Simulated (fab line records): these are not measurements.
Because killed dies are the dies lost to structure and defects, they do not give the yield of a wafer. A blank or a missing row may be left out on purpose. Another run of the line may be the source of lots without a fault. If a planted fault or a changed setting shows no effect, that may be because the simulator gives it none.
Which tool did it? + flow gf180mcu + 15 lots with 45 wafers sampled at 4 steps, on a route of 602 steps

== WHAT THE GAUGES SHOWED, per wafer ==
GF_V1_THK_MEAS_03. Usual: for V1_CVD_02_THK the level is 851 nm and the standard deviation is 12.
| lot  | measured     | on            | V1_CVD_02_THK (nm) | flag |
|------|--------------|---------------|--------------------|------|
| L224 | day 17 10:51 | film-metro-03 | 836 835 849        |      |
| L225 | day 17 20:10 | film-metro-03 | 860 856 867        |      |
| L226 | day 18 06:38 | film-metro-04 | 847 849 855        |      |
| L227 | day 18 16:57 | film-metro-04 | 851 857 863        |      |
| L228 | day 19 04:50 | film-metro-04 | 843 876 881        |      |
| L229 | day 19 19:15 | film-metro-03 | 845 844 871        |      |
| L230 | day 19 20:33 | film-metro-02 | 858 853 838        |      |
| L231 | day 20 12:17 | film-metro-03 | 841 860 864        |      |
| L233 | day 21 06:13 | film-metro-04 | 818 837 821        |      |
| L234 | day 21 13:16 | film-metro-04 | 829 857 841        |      |
| L235 | day 21 16:31 | film-metro-02 | 849 852 867        |      |
| L242 | day 24 07:31 | film-metro-04 | 851 852 866        |      |
| L244 | day 24 17:35 | film-metro-02 | 840 832 847        |      |
| L245 | day 25 03:31 | film-metro-02 | 851 865 856        |      |
| L246 | day 25 14:21 | film-metro-04 | 851 858 872        |      |

GF_V1_CD_MEAS_14 targets a cd of 260 nm. Usual: cd-nm 260.3 nm, standard deviation 1.3.
| lot  | measured     | on        | cd-nm (nm)        | flag |
|------|--------------|-----------|-------------------|------|
| L224 | day 18 11:00 | cd-sem-02 | 262.1 261.6 261.2 |      |
| L225 | day 18 21:33 | cd-sem-01 | 259.8 261.0 260.3 |      |
| L226 | day 19 06:49 | cd-sem-02 | 260.6 261.3 261.5 |      |
| L227 | day 19 17:52 | cd-sem-02 | 258.5 259.1 259.7 |      |
| L228 | day 20 05:55 | cd-sem-01 | 262.1 261.6 261.4 |      |
| L229 | day 20 19:44 | cd-sem-01 | 258.4 257.4 258.4 |      |
| L230 | day 20 21:02 | cd-sem-01 | 260.0 261.1 262.7 |      |
| L231 | day 21 12:59 | cd-sem-01 | 260.3 261.3 261.8 |      |
| L233 | day 22 06:24 | cd-sem-01 | 230.6 231.1 230.7 | OFF  |
| L234 | day 22 13:27 | cd-sem-01 | 232.5 232.8 231.7 | OFF  |
| L235 | day 22 16:03 | cd-sem-01 | 230.6 230.9 230.5 | OFF  |
| L242 | day 25 06:36 | cd-sem-01 | 260.2 258.3 260.0 |      |
| L244 | day 25 16:00 | cd-sem-02 | 262.6 261.3 259.8 |      |
| L245 | day 26 00:28 | cd-sem-02 | 260.3 259.9 260.4 |      |
| L246 | day 26 12:27 | cd-sem-01 | 260.0 259.9 260.2 |      |

GF_V1_OVL_MEAS_15. Usual: for V1_OVL the level is 0 nm and the standard deviation is 5.8.
| lot  | measured     | on         | V1_OVL (nm) | flag |
|------|--------------|------------|-------------|------|
| L224 | day 18 11:07 | overlay-02 | 11 6 4      |      |
| L225 | day 18 21:40 | overlay-02 | -6 -1 -9    |      |
| L226 | day 19 06:56 | overlay-02 | -1 2 -7     |      |
| L227 | day 19 17:59 | overlay-02 | 5 2 7       |      |
| L228 | day 20 06:02 | overlay-02 | -1 -2 -11   |      |
| L229 | day 20 19:51 | overlay-01 | -1 -7 -13   |      |
| L230 | day 20 21:09 | overlay-02 | 5 0 0       |      |
| L231 | day 21 13:06 | overlay-02 | 4 -4 11     |      |
| L233 | day 22 06:31 | overlay-01 | 14 6 10     |      |
| L234 | day 22 13:34 | overlay-01 | -4 -4 -5    |      |
| L235 | day 22 16:10 | overlay-01 | 11 7 7      |      |
| L242 | day 25 06:43 | overlay-01 | 6 3 -1      |      |
| L244 | day 25 16:07 | overlay-02 | 2 3 7       |      |
| L245 | day 26 00:34 | overlay-02 | -3 0 -5     |      |
| L246 | day 26 12:34 | overlay-02 | -2 -1 0     |      |

== EACH LOT AND THE TOOL THAT RAN IT (in order: tool; ch and the chambers of the sampled wafers; start) ==
| lot  | GF_V1_SOFTBAKE_10                 |
|------|-----------------------------------|
| L224 | litho-track-02 ch 0, day 17 23:00 |
| L225 | litho-track-02 ch 0, day 18 09:00 |
| L226 | litho-track-02 ch 0, day 18 18:00 |
| L227 | litho-track-03 ch 0, day 19 05:00 |
| L228 | litho-track-02 ch 0, day 19 17:00 |
| L229 | litho-track-04 ch 0, day 20 07:00 |
| L230 | litho-track-04 ch 0, day 20 09:00 |
| L231 | litho-track-03 ch 0, day 21 00:00 |
| L233 | litho-track-03 ch 0, day 21 18:00 |
| L234 | litho-track-03 ch 0, day 22 01:00 |
| L235 | litho-track-03 ch 0, day 22 04:00 |
| L242 | litho-track-04 ch 0, day 24 19:00 |
| L244 | litho-track-04 ch 0, day 25 05:00 |
| L245 | litho-track-02 ch 0, day 25 14:00 |
| L246 | litho-track-04 ch 0, day 26 01:00 |
- GF_V1_SOFTBAKE_10: time 60 s.

== WHAT THE TOOLS THEMSELVES READ (means of the sampled wafers that have a number; where no wafer has one, the mark that the record gives instead) ==
GF_V1_SOFTBAKE_10. Usual: chill-plate-temp-C 23.00 C, standard deviation 0.11; heater-power-total-W 93.05 W, standard deviation 0.068; plate-temp-C 129.97 C, standard deviation 0.13.
| lot  | tool           | chill-plate-temp-C (C) | heater-power-total-W (W) | plate-temp-C (C) | flag |
|------|----------------|------------------------|--------------------------|------------------|------|
| L224 | litho-track-02 | 23.03                  | 93.07                    | 129.99           |      |
| L225 | litho-track-02 | 22.96                  | 93.08                    | 130.02           |      |
| L226 | litho-track-02 | 23.01                  | 92.99                    | 130.04           |      |
| L227 | litho-track-03 | 22.88                  | 93.04                    | 130.00           |      |
| L228 | litho-track-02 | 23.11                  | 93.02                    | 129.91           |      |
| L229 | litho-track-04 | 22.92                  | 93.10                    | 130.00           |      |
| L230 | litho-track-04 | 23.04                  | 93.10                    | 129.91           |      |
| L231 | litho-track-03 | 22.91                  | 93.07                    | 129.92           |      |
| L233 | litho-track-03 | 23.12                  | 77.98                    | 113.73           | OFF  |
| L234 | litho-track-03 | 22.89                  | 77.99                    | 113.67           | OFF  |
| L235 | litho-track-03 | 22.98                  | 77.97                    | 113.63           | OFF  |
| L242 | litho-track-04 | 22.98                  | 93.02                    | 129.89           |      |
| L244 | litho-track-04 | 22.99                  | 93.02                    | 129.96           |      |
| L245 | litho-track-02 | 22.97                  | 93.05                    | 130.05           |      |
| L246 | litho-track-04 | 23.02                  | 92.94                    | 130.02           |      |

== THE ANSWER, worked out from the rows above alone ==
Rule: a lot is off if the mean of its wafers that have a number lies more than 3 standard deviations from the usual mean. Also off: a lot with no number at a reading for which 4 or more lots have one. All remaining lots with rows at the step are treated as sound. The gauges are gone through in route order, then the tools' own readings, and for those a lot's mean is taken as printed above. The first step at which some lot is off is used, and at that step the reading that is off furthest; a lot without a number counts as furthest.
Off: L233, L234, L235, at GF_V1_CD_MEAS_14 (cd-nm).
If a tool, at a process step before that reading, ran all the lots that are off and no sound lot after the first of them, it fits. The gauges at GF_V1_CD_MEAS_14 aren't tried: what is off there is off at GF_V1_SOFTBAKE_10 too, on other tools, and a gauge's error can't cause that. One candidate fits, namely litho-track-03 at GF_V1_SOFTBAKE_10. Its last sound lot is L231 (day 21 00:00), its first lot that is off L233 (day 21 18:00): a fault that began between those two fits.
The tool's own readings at GF_V1_SOFTBAKE_10 bear it out: on the lots that are off they differ by more than 5 times the standard deviation of the sound lots' means. heater-power-total-W reads 77.98 W there against 93.04 W on the sound lots; plate-temp-C reads 113.68 C there against 129.98 C on the sound lots.

== WHAT WAS PUT IN BY THE SIMULATOR ==
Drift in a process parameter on litho-track-03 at GF_V1_SOFTBAKE_10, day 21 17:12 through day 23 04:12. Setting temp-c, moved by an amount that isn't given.
Struck lots among those shown: L233, L234, L235. The rule given above showed the same thing.
